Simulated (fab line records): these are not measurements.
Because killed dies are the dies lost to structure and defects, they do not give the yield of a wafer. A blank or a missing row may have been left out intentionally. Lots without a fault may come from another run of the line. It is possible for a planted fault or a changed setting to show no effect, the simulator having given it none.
Which of the tools did it? / flow gf180mcu / 38 wafers from 13 lots sampled at 6 of the route's 602 steps

== WHAT THE GAUGES READ, wafer by wafer ==
GF_POLY_GATE_CD_MEAS_10 targets a cd of 280 nm. Usual: cd_nm at 280.1 nm, with a standard deviation of 1.2.
lot=L801; measured=day 8 18:38; on=cd_sem-02; cd_nm (nm)=280.5 280.1 279.1; flag=
lot=L802; measured=day 9 20:15; on=cd_sem-02; cd_nm (nm)=279.3 280.4 279.1; flag=
lot=L803; measured=day 10 08:26; on=cd_sem-01; cd_nm (nm)=278.3 278.1 278.7; flag=
lot=L804; measured=day 10 09:10; on=cd_sem-02; cd_nm (nm)=279.9 279.1 279.9; flag=
lot=L805; measured=day 10 20:41; on=cd_sem-01; cd_nm (nm)=278.3 278.9 279.6; flag=
lot=L811; measured=day 12 13:37; on=cd_sem-02; cd_nm (nm)=279.4 279.0 280.2; flag=
lot=L812; measured=day 12 16:40; on=cd_sem-01; cd_nm (nm)=280.5 278.9; flag=
lot=L816; measured=day 14 00:02; on=cd_sem-01; cd_nm (nm)=279.7 278.4 279.1; flag=
lot=L817; measured=day 14 02:14; on=cd_sem-01; cd_nm (nm)=279.3 279.4 280.2; flag=
lot=L818; measured=day 14 07:41; on=cd_sem-02; cd_nm (nm)=281.7 279.7 281.3; flag=
lot=L820; measured=day 14 20:44; on=cd_sem-01; cd_nm (nm)=282.7 282.6 281.8; flag=
lot=L823; measured=day 15 18:04; on=cd_sem-01; cd_nm (nm)=280.4 279.8 279.8; flag=
lot=L824; measured=day 16 01:47; on=cd_sem-02; cd_nm (nm)=281.7 281.0 280.9; flag=

GF_HV_LDD_CD_MEAS_07 targets a cd of 400 nm. Usual: cd_nm at 399.8 nm, with a standard deviation of 2.7.
lot=L801; measured=day 9 14:05; on=cd_sem-02; cd_nm (nm)=398.2 398.1 400.0; flag=
lot=L802; measured=day 10 15:27; on=cd_sem-02; cd_nm (nm)=401.0 400.9 399.0; flag=
lot=L803; measured=day 11 04:23; on=cd_sem-02; cd_nm (nm)=399.4 399.3 398.1; flag=
lot=L804; measured=day 11 06:17; on=cd_sem-02; cd_nm (nm)=397.4 396.0 397.6; flag=
lot=L805; measured=day 11 18:14; on=cd_sem-01; cd_nm (nm)=400.8 403.0 402.8; flag=
lot=L811; measured=day 13 11:55; on=cd_sem-01; cd_nm (nm)=399.2 401.4 398.7; flag=
lot=L812; measured=day 13 21:24; on=cd_sem-01; cd_nm (nm)=403.0 405.9; flag=
lot=L816; measured=day 14 22:26; on=cd_sem-01; cd_nm (nm)=397.5 398.5 399.2; flag=
lot=L817; measured=day 15 00:38; on=cd_sem-01; cd_nm (nm)=400.1 399.8 397.7; flag=
lot=L818; measured=day 15 06:13; on=cd_sem-02; cd_nm (nm)=399.6 399.6 399.2; flag=
lot=L820; measured=day 15 20:35; on=cd_sem-02; cd_nm (nm)=394.2 394.3 393.0; flag=
lot=L823; measured=day 16 18:45; on=cd_sem-02; cd_nm (nm)=400.2 398.6 399.5; flag=
lot=L824; measured=day 17 01:52; on=cd_sem-02; cd_nm (nm)=401.5 403.0 404.3; flag=

GF_HV_LDD_CD_MEAS_31 targets a cd of 400 nm. Usual: cd_nm at 399.7 nm, with a standard deviation of 2.3.
lot=L801; measured=day 11 03:41; on=cd_sem-01; cd_nm (nm)=399.9 397.6 399.1; flag=
lot=L802; measured=day 12 03:59; on=cd_sem-01; cd_nm (nm)=401.6 402.6 401.4; flag=
lot=L803; measured=day 12 18:37; on=cd_sem-01; cd_nm (nm)=398.9 399.3 398.6; flag=
lot=L804; measured=day 12 20:29; on=cd_sem-01; cd_nm (nm)=401.9 402.1 399.5; flag=
lot=L805; measured=day 13 08:44; on=cd_sem-01; cd_nm (nm)=397.7 395.4 398.6; flag=
lot=L811; measured=day 15 05:40; on=cd_sem-01; cd_nm (nm)=408.3 401.9 409.3; flag=
lot=L812; measured=day 15 15:17; on=cd_sem-01; cd_nm (nm)=399.7 409.1; flag=
lot=L816; measured=day 16 19:10; on=cd_sem-02; cd_nm (nm)=399.6 400.1 400.1; flag=
lot=L817; measured=day 16 21:22; on=cd_sem-01; cd_nm (nm)=396.4 394.7 396.8; flag=
lot=L818; measured=day 17 03:47; on=cd_sem-02; cd_nm (nm)=404.9 405.5 404.4; flag=
lot=L820; measured=day 17 18:56; on=cd_sem-02; cd_nm (nm)=399.7 399.9 400.8; flag=
lot=L823; measured=day 18 18:57; on=cd_sem-01; cd_nm (nm)=398.1 397.2 398.6; flag=
lot=L824; measured=day 19 00:56; on=cd_sem-02; cd_nm (nm)=402.2 403.8 403.8; flag=

GF_HV_LDD_CD_MEAS_46 targets a cd of 400 nm. Usual: cd_nm at 399.8 nm, with a standard deviation of 2.
lot=L801; measured=day 11 22:59; on=cd_sem-01; cd_nm (nm)=398.8 400.2 397.5; flag=
lot=L802; measured=day 12 23:57; on=cd_sem-01; cd_nm (nm)=400.0 397.6 398.4; flag=
lot=L803; measured=day 13 14:47; on=cd_sem-01; cd_nm (nm)=398.9 400.0 399.2; flag=
lot=L804; measured=day 13 16:50; on=cd_sem-02; cd_nm (nm)=397.3 396.2 398.0; flag=
lot=L805; measured=day 14 05:47; on=cd_sem-02; cd_nm (nm)=404.3 402.8 400.3; flag=
lot=L811; measured=day 16 03:58; on=cd_sem-01; cd_nm (nm)=398.8 400.3 399.0; flag=
lot=L812; measured=day 16 14:15; on=cd_sem-01; cd_nm (nm)=395.7 397.0; flag=
lot=L816; measured=day 17 19:43; on=cd_sem-02; cd_nm (nm)=399.8 400.1 400.2; flag=
lot=L817; measured=day 17 21:44; on=cd_sem-02; cd_nm (nm)=401.8 400.5 403.2; flag=
lot=L818; measured=day 18 04:11; on=cd_sem-01; cd_nm (nm)=403.9 400.4 402.3; flag=
lot=L820; measured=day 18 20:20; on=cd_sem-01; cd_nm (nm)=403.0 404.8 401.3; flag=
lot=L823; measured=day 19 19:48; on=cd_sem-02; cd_nm (nm)=399.9 399.8 401.8; flag=
lot=L824; measured=day 20 02:23; on=cd_sem-01; cd_nm (nm)=399.5 400.1 399.1; flag=

== EACH LOT AND THE TOOL THAT RAN IT (in order: tool; ch and the chambers of the sampled wafers; start) ==
lot=L801; GF_HV_LDD_COAT_26=litho_track-04 ch 0, day 10 18:08; GF_HV_LDD_STRIP_37=plasma_asher-03 ch 0,1, day 11 04:26
lot=L802; GF_HV_LDD_COAT_26=litho_track-04 ch 0, day 11 18:34; GF_HV_LDD_STRIP_37=plasma_asher-03 ch 0,1, day 12 04:44
lot=L803; GF_HV_LDD_COAT_26=litho_track-03 ch 0, day 12 08:32; GF_HV_LDD_STRIP_37=plasma_asher-03 ch 0,1, day 12 19:23
lot=L804; GF_HV_LDD_COAT_26=litho_track-03 ch 0, day 12 10:38; GF_HV_LDD_STRIP_37=plasma_asher-03 ch 0,1, day 12 21:14
lot=L805; GF_HV_LDD_COAT_26=litho_track-03 ch 0, day 12 22:59; GF_HV_LDD_STRIP_37=plasma_asher-04 ch 0,1, day 13 09:29
lot=L811; GF_HV_LDD_COAT_26=litho_track-03 ch 0, day 14 18:59; GF_HV_LDD_STRIP_37=plasma_asher-01 ch 0,1, day 15 06:25
lot=L812; GF_HV_LDD_COAT_26=litho_track-03 ch 0, day 15 04:06; GF_HV_LDD_STRIP_37=plasma_asher-04 ch 0,1, day 15 16:02
lot=L816; GF_HV_LDD_COAT_26=litho_track-04 ch 0, day 16 08:02; GF_HV_LDD_STRIP_37=plasma_asher-01 ch 0,1, day 16 19:56
lot=L817; GF_HV_LDD_COAT_26=litho_track-02 ch 0, day 16 09:49; GF_HV_LDD_STRIP_37=plasma_asher-01 ch 0,1, day 16 22:08
lot=L818; GF_HV_LDD_COAT_26=litho_track-02 ch 0, day 16 16:04; GF_HV_LDD_STRIP_37=plasma_asher-04 ch 0,1, day 17 04:32
lot=L820; GF_HV_LDD_COAT_26=litho_track-02 ch 0, day 17 06:43; GF_HV_LDD_STRIP_37=plasma_asher-04 ch 0,1, day 17 19:41
lot=L823; GF_HV_LDD_COAT_26=litho_track-03 ch 0, day 18 06:39; GF_HV_LDD_STRIP_37=plasma_asher-01 ch 0,1, day 18 19:41
lot=L824; GF_HV_LDD_COAT_26=litho_track-03 ch 0, day 18 12:53; GF_HV_LDD_STRIP_37=plasma_asher-01 ch 1, day 19 01:41
- GF_HV_LDD_COAT_26: resist thk 1000 nm.
- GF_HV_LDD_STRIP_37: strips in O2/N2.

== WHAT THE TOOLS THEMSELVES READ (means of the sampled wafers that have a number; where no wafer has one, the mark that the record gives instead) ==
GF_HV_LDD_COAT_26. Usual: resist_line_temp_C at 22.99 C, with a standard deviation of 0.1.
lot=L801; tool=litho_track-04; resist_line_temp_C (C)=22.95; flag=
lot=L802; tool=litho_track-04; resist_line_temp_C (C)=22.94; flag=
lot=L803; tool=litho_track-03; resist_line_temp_C (C)=23.01; flag=
lot=L804; tool=litho_track-03; resist_line_temp_C (C)=23.00; flag=
lot=L805; tool=litho_track-03; resist_line_temp_C (C)=23.01; flag=
lot=L811; tool=litho_track-03; resist_line_temp_C (C)=22.96; flag=
lot=L812; tool=litho_track-03; resist_line_temp_C (C)=23.05; flag=
lot=L816; tool=litho_track-04; resist_line_temp_C (C)=23.10; flag=
lot=L817; tool=litho_track-02; resist_line_temp_C (C)=23.13; flag=
lot=L818; tool=litho_track-02; resist_line_temp_C (C)=23.16; flag=
lot=L820; tool=litho_track-02; resist_line_temp_C (C)=23.05; flag=
lot=L823; tool=litho_track-03; resist_line_temp_C (C)=22.91; flag=
lot=L824; tool=litho_track-03; resist_line_temp_C (C)=22.98; flag=

GF_HV_LDD_STRIP_37. Usual: drypump_motor_current_A 6.3 A, standard deviation 0.46; heater_power_w 343 W, standard deviation 29; oes_product_au 0.715 a.u., standard deviation 0.0044; strip_time_to_endpoint_s 12.62 s, standard deviation 0.038.
lot=L801; tool=plasma_asher-03; drypump_motor_current_A (A)=6.6; heater_power_w (W)=327; oes_product_au (a.u.)=0.716; strip_time_to_endpoint_s (s)=12.63; flag=
lot=L802; tool=plasma_asher-03; drypump_motor_current_A (A)=6.6; heater_power_w (W)=334; oes_product_au (a.u.)=0.715; strip_time_to_endpoint_s (s)=12.58; flag=
lot=L803; tool=plasma_asher-03; drypump_motor_current_A (A)=6.6; heater_power_w (W)=335; oes_product_au (a.u.)=0.714; strip_time_to_endpoint_s (s)=12.59; flag=
lot=L804; tool=plasma_asher-03; drypump_motor_current_A (A)=6.6; heater_power_w (W)=330; oes_product_au (a.u.)=0.714; strip_time_to_endpoint_s (s)=12.70; flag=
lot=L805; tool=plasma_asher-04; drypump_motor_current_A (A)=5.7; heater_power_w (W)=351; oes_product_au (a.u.)=0.711; strip_time_to_endpoint_s (s)=12.60; flag=
lot=L811; tool=plasma_asher-01; drypump_motor_current_A (A)=6.2; heater_power_w (W)=338; oes_product_au (a.u.)=0.711; strip_time_to_endpoint_s (s)=11.92; flag=OFF
lot=L812; tool=plasma_asher-04; drypump_motor_current_A (A)=5.9; heater_power_w (W)=365; oes_product_au (a.u.)=0.713; strip_time_to_endpoint_s (s)=12.05; flag=OFF
lot=L816; tool=plasma_asher-01; drypump_motor_current_A (A)=6.3; heater_power_w (W)=340; oes_product_au (a.u.)=0.717; strip_time_to_endpoint_s (s)=12.64; flag=
lot=L817; tool=plasma_asher-01; drypump_motor_current_A (A)=6.3; heater_power_w (W)=331; oes_product_au (a.u.)=0.723; strip_time_to_endpoint_s (s)=12.65; flag=
lot=L818; tool=plasma_asher-04; drypump_motor_current_A (A)=6.1; heater_power_w (W)=377; oes_product_au (a.u.)=0.712; strip_time_to_endpoint_s (s)=12.61; flag=
lot=L820; tool=plasma_asher-04; drypump_motor_current_A (A)=5.7; heater_power_w (W)=356; oes_product_au (a.u.)=0.711; strip_time_to_endpoint_s (s)=12.59; flag=
lot=L823; tool=plasma_asher-01; drypump_motor_current_A (A)=6.2; heater_power_w (W)=338; oes_product_au (a.u.)=0.719; strip_time_to_endpoint_s (s)=12.60; flag=
lot=L824; tool=plasma_asher-01; drypump_motor_current_A (A)=6.2; heater_power_w (W)=321; oes_product_au (a.u.)=0.716; strip_time_to_endpoint_s (s)=12.64; flag=

== THE ANSWER, worked out from the rows above alone ==
Rule: lot off if the mean of its wafers having a number is beyond 3 standard deviations from the usual mean. A lot without any number at a reading at which 4 lots or more have one is off too. All remaining lots with rows at the step are treated as sound. Order of review: gauges by route order, followed by the tools' own readings, for which a lot's mean as printed above is used. The first step at which some lot is off is used, and at that step the reading that is off furthest; a lot without a number counts as furthest.
Off: L811, L812, at GF_HV_LDD_STRIP_37 (strip_time_to_endpoint_s).
A tool fits if, at that step or a process step before it, it ran every lot that is off, and no sound lot after the first of them. Of those tried, none fits.

== WHAT THE SIMULATOR HAD PUT IN ==
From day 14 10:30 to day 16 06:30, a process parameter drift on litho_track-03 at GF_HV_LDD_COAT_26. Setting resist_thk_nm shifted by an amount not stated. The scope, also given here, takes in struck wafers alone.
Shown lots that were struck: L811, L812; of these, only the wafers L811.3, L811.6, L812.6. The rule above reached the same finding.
